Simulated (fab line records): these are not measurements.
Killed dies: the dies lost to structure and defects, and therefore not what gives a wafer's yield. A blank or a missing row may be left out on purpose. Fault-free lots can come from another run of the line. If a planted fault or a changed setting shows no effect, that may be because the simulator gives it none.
Problem report in the 8D (eight disciplines) form, filled by code    flow sky130    the parts of the form that need people (team, actions taken, sign-off) are left out

== 1. THE PROBLEM ==
At SKY_VIA1_ETCH_15, run_length_s averages 86.0 s over 6 wafers from 2 lots, while fault-free wafers read 82.4 s, standard deviation 0.49. Relative to the usual mean, that is a shift of +7.2 standard deviations.
The step: etches SiO2 in C4F8/O2/Ar, stops on TiN, target depth 351 nm, time 54 s.
First seen on wafer L377.2, day 37 20:46, on rie_diel-04. At this step, 36 wafers from 12 lots have a number in the record. The rule behind "out" and "out of limits": a value lying over 4 standard deviations away from the usual mean. Any other wafer with a number is counted as sound.

== 2. WHAT IT IS AND WHAT IT IS NOT ==
question                     is                            is not
which readings at this step  run_length_s, oes_product_au  -
which lots                   L377, L381                    L367, L369, L370, L371, L372, L376, L378, L386, L387, L388
which wafers of those lots   all that have a number        -
read on which tools          rie_diel-04                   rie_diel-02, rie_diel-03
when                         from day 37 20:46             up to then (18 sound wafers); but 12 sound wafers of L378, L386, L387, L388 came after

== 3. THE SUSPECTS, EACH WITH WHAT RULES IT OUT ==
Counting: any tool at a process step up to the reading is kept as a suspect provided that every lot that is out went through it and no sound lot did after the first of them.
- rie_diel-04 at SKY_VIA1_ETCH_14 (etches BARC in N2/H2, stops on SiO2, time 45.9 s, target depth 60 nm): kept. All lots that are out passed through it, beginning with L377 at day 37 20:44, and no sound lot followed; its final sound lot before that point was L376 at day 37 17:48.
- rie_diel-04 at SKY_VIA1_ETCH_15 (etches SiO2 in C4F8/O2/Ar, stops on TiN, target depth 351 nm, time 54 s): kept. All lots that are out passed through it, beginning with L377 at day 37 20:46, and no sound lot followed; its final sound lot before that point was L376 at day 37 17:52. Out on those wafers are its own readings of oes_product_au, run_length_s.
After counting, rie_diel-04 at SKY_VIA1_ETCH_14 and rie_diel-04 at SKY_VIA1_ETCH_15 remain.

== 4. THE CAUSE (what the simulator had put in) ==
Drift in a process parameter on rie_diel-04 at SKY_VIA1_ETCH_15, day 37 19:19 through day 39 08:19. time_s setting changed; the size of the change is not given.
This tool is one of the 2 suspects left after counting.

== 5. THE EFFECT CHAIN, in route order ==
Each row: a reading where the mean over the struck wafers with a number is more than 3 standard deviations away from the usual. Readings are gone through only where the record gives a usual standard deviation; hours: the median, over the lots, of the time from a lot's start at the first step in this table giving one to that lot's start at this step; sigmas: the change measured in usual standard deviations.
hours  step              reading         usual       on struck wafers  change  sigmas
0      SKY_VIA1_ETCH_15  oes_product_au  0.980 a.u.  0.944             -0.036  -5.5
0      SKY_VIA1_ETCH_15  run_length_s    82.4 s      86.0              +3.5    +7.2
It contains these process steps:
- SKY_VIA1_ETCH_15: etches SiO2 in C4F8/O2/Ar, stops on TiN, target depth 351 nm, time 54 s.

== 6. HOW IT WOULD HAVE BEEN CAUGHT EARLIER ==
In this record the first reading out of limits was taken at day 37 20:46, 1 hour after the fault began at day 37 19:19.
